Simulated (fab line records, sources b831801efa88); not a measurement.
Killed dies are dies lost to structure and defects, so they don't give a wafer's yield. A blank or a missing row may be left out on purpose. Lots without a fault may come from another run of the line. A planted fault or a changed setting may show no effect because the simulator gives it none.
fab line records | flow sky130 | part 2 of 2: steps 31 to 31 of 31
record lots=6 wafers=18 last_day=51
route steps=708 shown LI_CONTACT@375 LOCAL_INTERCONNECT@387 PAD_OPEN@708
lots that met no fault: from a run of the same line without faults
start_h: hours from the record's first day to the start of the lot's first wafer shown | wait_h: hours since the lot's step before | " the same as in the row above | L1.1+2: a row that stands for several wafers | - no value, or no start given | * or withheld: withheld | < > ~ a bound
route shown NAME@n: a module of which the file shows steps, and the number in the route of the first | usual: mean/standard deviation of fault-free wafers | same: alike in all rows | chamber/n: place in a boat | sites: the reading at each site | _std_site: their standard deviation | _edge_site: outer sites' mean less inner sites' | radius_mm: how far each site lies from the wafer's centre | mask NAME#n: copy n | behind: the tool/chamber that last shaped the wafer | hold: why the lot was held/for how many hours/how that ended | device: the transistor (n, p or np) that didn't switch | end of line: the same wafers' tests at the end of the route | a step without rows: its recipe alone | killed: dies lost to structure and defects at the first sort, not the wafer's yield | map: a wafer's dies, x killed, . not, _ none there
set.NAME: the setting as run; set.NAME@STEP: as run at that earlier step | model.NAME: the simulator's own value behind a step, which no gauge read
lots at some steps of the route; a table a step, a row a wafer
services: from which hour (start_h, from the record's first day; less than 0 if before it) a tool's chamber was out of use, for how many hours, and why
## steps
# step SKY_PAD_OPEN_PROBE_99
# usual killed_at_M0_to_M3=44/7.2 killed_at_M4_up=2.9/1.8 killed_at_contacts=24/5.2 killed_at_front_end=15/4 killed_at_other=0.2/0.49 killed_dies=85/9.1 killed_open=47/6.8 killed_short=38/5.7
# same gross_dies=492 killed_at_back_side=0
# columns lot.wafer tool chamber start_h wait_h killed_at_M0_to_M3 killed_at_M4_up killed_at_contacts killed_at_front_end killed_at_other killed_dies killed_open killed_short model.etest.res_li.line_ohm_um model.etest.res_li.rs_ohm_sq model.etest.mcon_chain.rc_ohm
L593.1 prober-02 - 1136.42 0.1 40 1 26 15 0 82 47 35 75 12.71 16.15
L593.3 prober-02 - 1136.52 0.2 41 1 25 9 1 77 46 31 74.67 12.88 16.96
L593.4 prober-02 - 1136.57 0.2 58 2 25 13 1 99 54 45 74.88 12.86 16.15
L595.1 prober-01 - 1154.05 0.1 52 1 28 14 0 95 52 43 75.43 12.81 16.59
L595.4 prober-01 - 1154.20 0.2 49 0 20 16 0 85 49 36 75.05 12.69 16.84
L595.5 prober-01 - 1154.25 0.2 34 2 30 13 0 79 47 32 76.1 13.03 16.98
L598.3 prober-02 - 1167.12 0.2 63 3 23 20 0 109 58 51 73.71 12.68 16.57
L598.5 prober-02 - 1167.22 0.2 50 1 31 17 0 99 60 39 82.38 14.25 17.2
L598.6 prober-02 - 1167.27 0.2 50 4 26 13 1 94 59 35 84.89 14.49 17.58
L599.4 prober-01 - 1175.42 0.2 39 2 24 20 1 86 48 38 85.27 14.64 17.21
L599.5 prober-01 - 1175.47 0.2 26 5 29 20 1 81 37 44 85.09 14.6 16.93
L599.6 prober-01 - 1175.52 0.2 29 1 25 10 2 67 39 28 84.35 14.42 17.71
L605.1 prober-01 - 1204.21 0.1 41 1 26 23 0 91 54 37 73.35 12.73 15.85
L605.2 prober-01 - 1204.26 0.1 36 4 21 16 0 77 45 32 73.95 12.58 16.78
L605.3 prober-01 - 1204.31 0.2 48 2 29 11 1 91 50 41 74.4 12.68 16.18
L609.1 prober-01 - 1213.78 0.1 47 6 22 10 1 86 46 40 75.73 12.64 17.6
L609.2 prober-01 - 1213.83 0.1 50 4 30 13 0 97 48 49 75.22 12.67 16.67
L609.5 prober-01 - 1213.98 0.2 52 7 24 12 0 95 59 36 74.78 12.68 16.28
# killed by level:class
L593.1 CONTACT:geometric_particle:open=13 VIA1:geometric_particle:open=10 VIA2:geometric_particle:open=7 FIELD_ISO:geometric_particle:short=6 LI_CONTACT:geometric_particle:open=5 METAL1:geometric_particle:short=5 VIA1:geometric_particle:short=5 LOCAL_INTERCONNECT:geometric_particle:short=4
L593.3 VIA1:geometric_particle:open=14 LI_CONTACT:geometric_particle:open=9 VIA3:geometric_particle:open=8 CONTACT:geometric_particle:short=6 METAL3:geometric_particle:short=5 CONTACT:geometric_particle:open=4 METAL2:geometric_particle:short=4 VIA2:geometric_particle:open=4
L593.4 VIA2:geometric_particle:open=10 VIA1:geometric_particle:open=10 CONTACT:geometric_particle:open=10 VIA3:geometric_particle:open=10 CONTACT:geometric_particle:short=6 METAL1:geometric_particle:short=6 METAL2:geometric_particle:short=6 VIA2:geometric_particle:short=6
L595.1 VIA1:geometric_particle:open=14 CONTACT:geometric_particle:open=10 VIA1:geometric_particle:short=10 LI_CONTACT:geometric_particle:open=8 VIA3:geometric_particle:open=7 METAL1:geometric_particle:short=6 CONTACT:geometric_particle:short=6 VIA2:geometric_particle:open=5
L595.4 VIA1:geometric_particle:open=17 METAL1:geometric_particle:short=9 FIELD_ISO:geometric_particle:open=7 LI_CONTACT:geometric_particle:open=6 VIA3:geometric_particle:open=6 LI_CONTACT:geometric_particle:short=4 CONTACT:geometric_particle:open=4 CONTACT:geometric_particle:short=4
L595.5 CONTACT:geometric_particle:open=13 VIA1:geometric_particle:open=6 LI_CONTACT:geometric_particle:open=5 CONTACT:geometric_particle:short=5 LOCAL_INTERCONNECT:geometric_particle:short=5 VIA3:geometric_particle:open=5 METAL1:geometric_particle:short=4 METAL2:geometric_particle:short=4
L598.3 VIA1:geometric_particle:open=18 VIA2:geometric_particle:open=12 CONTACT:geometric_particle:short=9 VIA1:geometric_particle:short=8 METAL2:geometric_particle:short=8 LI_CONTACT:geometric_particle:open=6 FIELD_ISO:geometric_particle:open=6 METAL1:geometric_particle:short=6
L598.5 VIA1:geometric_particle:open=14 LI_CONTACT:geometric_particle:open=13 VIA1:geometric_particle:short=9 VIA3:geometric_particle:open=8 CONTACT:geometric_particle:open=7 POLY_GATE:geometric_particle:open=7 VIA2:geometric_particle:open=5 LI_CONTACT:geometric_particle:short=4
L598.6 VIA1:geometric_particle:open=17 CONTACT:geometric_particle:open=12 VIA3:geometric_particle:short=7 VIA3:geometric_particle:open=7 POLY_GATE:geometric_particle:open=6 LI_CONTACT:geometric_particle:open=6 VIA1:geometric_particle:short=6 CONTACT:geometric_particle:short=4
L599.4 CONTACT:geometric_particle:open=10 POLY_GATE:geometric_particle:open=9 VIA1:geometric_particle:open=9 VIA2:geometric_particle:open=7 LI_CONTACT:geometric_particle:open=6 METAL2:geometric_particle:short=6 CONTACT:geometric_particle:short=5 METAL1:geometric_particle:short=5
L599.5 LOCAL_INTERCONNECT:geometric_particle:short=7 VIA1:geometric_particle:open=7 CONTACT:geometric_particle:open=7 FIELD_ISO:geometric_particle:short=6 VIA1:geometric_particle:short=6 LI_CONTACT:geometric_particle:open=5 METAL4:geometric_particle:short=4 LI_CONTACT:geometric_particle:short=4
L599.6 CONTACT:geometric_particle:open=8 VIA1:geometric_particle:open=7 LI_CONTACT:geometric_particle:open=7 LOCAL_INTERCONNECT:geometric_particle:short=5 VIA1:geometric_particle:short=4 FIELD_ISO:geometric_particle:short=3 POLY_GATE:geometric_particle:short=3 CONTACT:geometric_particle:short=3
L605.1 CONTACT:geometric_particle:open=15 FIELD_ISO:geometric_particle:open=8 VIA1:geometric_particle:open=8 VIA2:geometric_particle:open=7 FIELD_ISO:geometric_particle:short=5 POLY_GATE:geometric_particle:open=5 METAL1:geometric_particle:short=5 VIA2:geometric_particle:short=5
L605.2 LI_CONTACT:geometric_particle:open=9 VIA2:geometric_particle:open=8 FIELD_ISO:geometric_particle:open=6 CONTACT:geometric_particle:open=6 VIA1:geometric_particle:open=6 POLY_GATE:geometric_particle:short=5 VIA1:geometric_particle:short=4 VIA3:geometric_particle:open=4
L605.3 VIA3:geometric_particle:open=12 CONTACT:geometric_particle:open=11 LI_CONTACT:geometric_particle:open=9 VIA2:geometric_particle:open=9 VIA1:geometric_particle:short=8 METAL1:geometric_particle:short=6 CONTACT:geometric_particle:short=5 FIELD_ISO:geometric_particle:short=4
L609.1 CONTACT:geometric_particle:open=9 VIA1:geometric_particle:open=9 VIA3:geometric_particle:open=9 METAL2:geometric_particle:short=7 CONTACT:geometric_particle:short=6 VIA1:geometric_particle:short=4 POLY_GATE:geometric_particle:short=4 METAL1:geometric_particle:short=4
L609.2 CONTACT:geometric_particle:open=14 VIA2:geometric_particle:open=8 METAL2:geometric_particle:short=8 CONTACT:geometric_particle:short=7 METAL1:geometric_particle:short=6 VIA1:geometric_particle:open=6 FIELD_ISO:geometric_particle:open=5 VIA1:geometric_particle:short=5
L609.5 CONTACT:geometric_particle:open=12 VIA1:geometric_particle:open=9 VIA3:geometric_particle:open=8 METAL1:geometric_particle:short=7 VIA2:geometric_particle:open=6 METAL2:geometric_particle:short=6 LI_CONTACT:geometric_particle:open=5 METAL4:geometric_particle:short=4
## services
# columns tool chamber start_h hours kind
plasma_asher-04 - 733.75 9.0 pm
pvd_sputter-02 - 744.56 13.8 repair
cmp-01 - 749.50 4.0 pm
pvd_sputter-02 - 753.37 1.3 repair
pvd_sputter-02 - 769.51 2.3 repair
cmp-02 - 773.32 1.6 repair
plasma_asher-04 - 776.10 7.5 repair
cvd_w-01 - 781.11 28.1 pm
plasma_asher-03 - 788.62 0.7 repair
plasma_asher-03 - 792.67 2.2 repair
plasma_asher-04 - 802.42 2.7 pm
rie_metal-04 - 821.41 0.3 repair
pvd_sputter-03 - 826.09 6.4 repair
cvd_w-01 - 832.26 0.4 repair
rie_metal-04 - 833.85 0.6 repair
plasma_asher-04 - 835.15 0.3 repair
rie_metal-02 1 843.52 - clean
cmp-02 - 844.01 6.1 repair
plasma_asher-03 - 846.60 2.8 pm
cmp-01 - 853.43 0.9 repair
cvd_w-02 - 862.20 14.6 pm
cmp-02 - 862.74 19.6 pm
wet_bench-03 - 871.79 1.9 pm
cmp-01 - 882.59 5.5 pm
## key
first_sign step=SKY_LOCAL_INTERCONNECT_RS_MEAS_01 reading=LOCAL_INTERCONNECT_TIN_RS direction=up sigmas=9.8 usual=14.17 struck=16.06
effect step=SKY_LOCAL_INTERCONNECT_THK_MEAS_02 reading=LOCAL_INTERCONNECT_TIN_THK direction=down sigmas=8.8 usual=97.9 struck=86.6
effect step=SKY_LOCAL_INTERCONNECT_METAL_ETCH_14 reading=oes_product_au direction=down sigmas=7.5 usual=0.940 struck=0.878
model_effect step=SKY_LOCAL_INTERCONNECT_SPUTTER_00 value=TiN_of_LOCAL_INTERCONNECT_SPUTTER_00.thk_nm without=99.31 struck=88.49
model_effect step=SKY_LOCAL_INTERCONNECT_STRIP_16 value=TiN_of_LOCAL_INTERCONNECT_SPUTTER_00.thk_nm without=98.9 struck=88.07
model_effect step=SKY_PAD_OPEN_PROBE_99 value=etest.res_li.line_ohm_um without=75.2 struck=84.4
met_at SKY_LOCAL_INTERCONNECT_SPUTTER_00
struck_wafers L598.5,L598.6,L599.4,L599.5,L599.6
tester_left_out L598,L599
onset_between 775.06 792.56
fault kind=process_parameter_drift tool=pvd_sputter-03 chamber=- onset_h=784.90 steps=SKY_LOCAL_INTERCONNECT_SPUTTER_00 channel=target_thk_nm offset=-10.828 shape=step end_h=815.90 scope=struck_wafers_only acts_in=these_recipes_only stated=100
# tester_left_out: of these lots the tester's yield and bins aren't shown, on N5 and GAA mostly nor the transistor test; their killed dies are dies lost to structure and defects alone, not to doping, threshold or leakage, so they don't give the yield
